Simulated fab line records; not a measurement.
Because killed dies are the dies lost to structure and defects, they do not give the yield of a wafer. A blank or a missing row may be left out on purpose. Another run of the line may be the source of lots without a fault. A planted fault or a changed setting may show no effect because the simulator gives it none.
Code-filled problem report in 8D (eight disciplines) form ; flow gf180mcu ; the parts of the form that need people (team, actions taken, sign-off) are left out

## 1. THE ISSUE
Mean V3_CVD_02_THK at GF_V3_THK_MEAS_03: 1223 nm over 4 wafers in 3 lots; fault-free wafers: 848 nm, standard deviation 11. Relative to the usual mean, that is a shift of +34 standard deviations.
First seen on wafer L828.3, day 26 03:21, on film metro-01. At this step, 36 wafers from 13 lots have a number in the record. Rule for "out", or "out of limits": more than 4 standard deviations from the usual mean. All remaining wafers that have a number are taken as sound.

## 2. WHAT THIS IS AND IS NOT
question;is;is not
which readings at this step;V3_CVD_02_THK;-
which lots;L828, L829, L834;L815, L816, L817, L820, L821, L822, L823, L824, L825, L838
which wafers of those lots;L828.3, L829.3, L829.6, L834.3;L828.2, L834.2
read on which gauges;film metro-01, film metro-02, film metro-03;-
when;from day 26 03:21;"up to then (28 sound wafers); but 4 sound wafers of L834, L838 came after"

## 3. WHAT RULES OUT EACH SUSPECT
Counting: if a tool at a process step up to the reading ran every lot that is out, it stays a suspect. Sound lots after the first of them don't rule it out here, since some wafers of a struck lot are sound.
- ruled out: the gauge at GF_V3_THK_MEAS_03. The wafers that are out were read on 3 gauges (film metro-01, film metro-02, film metro-03).
- pecvd-03 at GF_V3_CVD_02 (deposits SiO2 from TEOS, target thk 850 nm, time 94.851 s): kept. Ran every lot that is out, first one L828 (day 26 03:16); last sound lot up to then L825 (day 25 05:43).
Remaining after the count: pecvd-03 at GF_V3_CVD_02.

## 4. THE CAUSE (what the simulator had put in)
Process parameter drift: pecvd-03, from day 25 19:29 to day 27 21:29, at GF_V3_CVD_02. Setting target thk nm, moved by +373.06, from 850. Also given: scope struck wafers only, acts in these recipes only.
This tool alone remained once counting was done.

## 5. THE EFFECT CHAIN, in route order
Each row: a reading whose mean over the struck wafers that have a number lies more than 3 standard deviations from the usual. Scope: only readings with a usual standard deviation given in the record; hours: median across lots of the time from each lot's start at the first step in this table that gives one to its start at this step; sigmas: change in usual standard deviations.
hours;step;reading;usual;on struck wafers;change;sigmas
0;GF_V3_THK_MEAS_03;V3_CVD_02_THK;848 nm;1223;+375;+34
0;GF_V3_CMP_04;time to endpoint s;80 s;223;+143;+27
Process steps it contains:
- GF_V3_CMP_04: polishes SiO2.
Later steps that measure or inspect, where all struck wafers having a row at the step show a number for every such reading and not one has moved that far: GF_V3_OVL_MEAS_15.

## 6. HOW IT WOULD HAVE BEEN CAUGHT EARLIER
In this record the first reading out of limits at a measuring or inspecting step was taken at day 26 03:21, 8 hours after the fault began at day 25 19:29.
Tool readings at GF_V3_CVD_02 with a usual standard deviation given in the record: none out on any struck wafer, hence no alarm at a limit of 4 standard deviations on them.
Of the lots that are out (3), L829, L834 began GF_V3_CVD_02 on pecvd-03 after day 26 03:21. A hold on the tool at that time would have spared those 2.
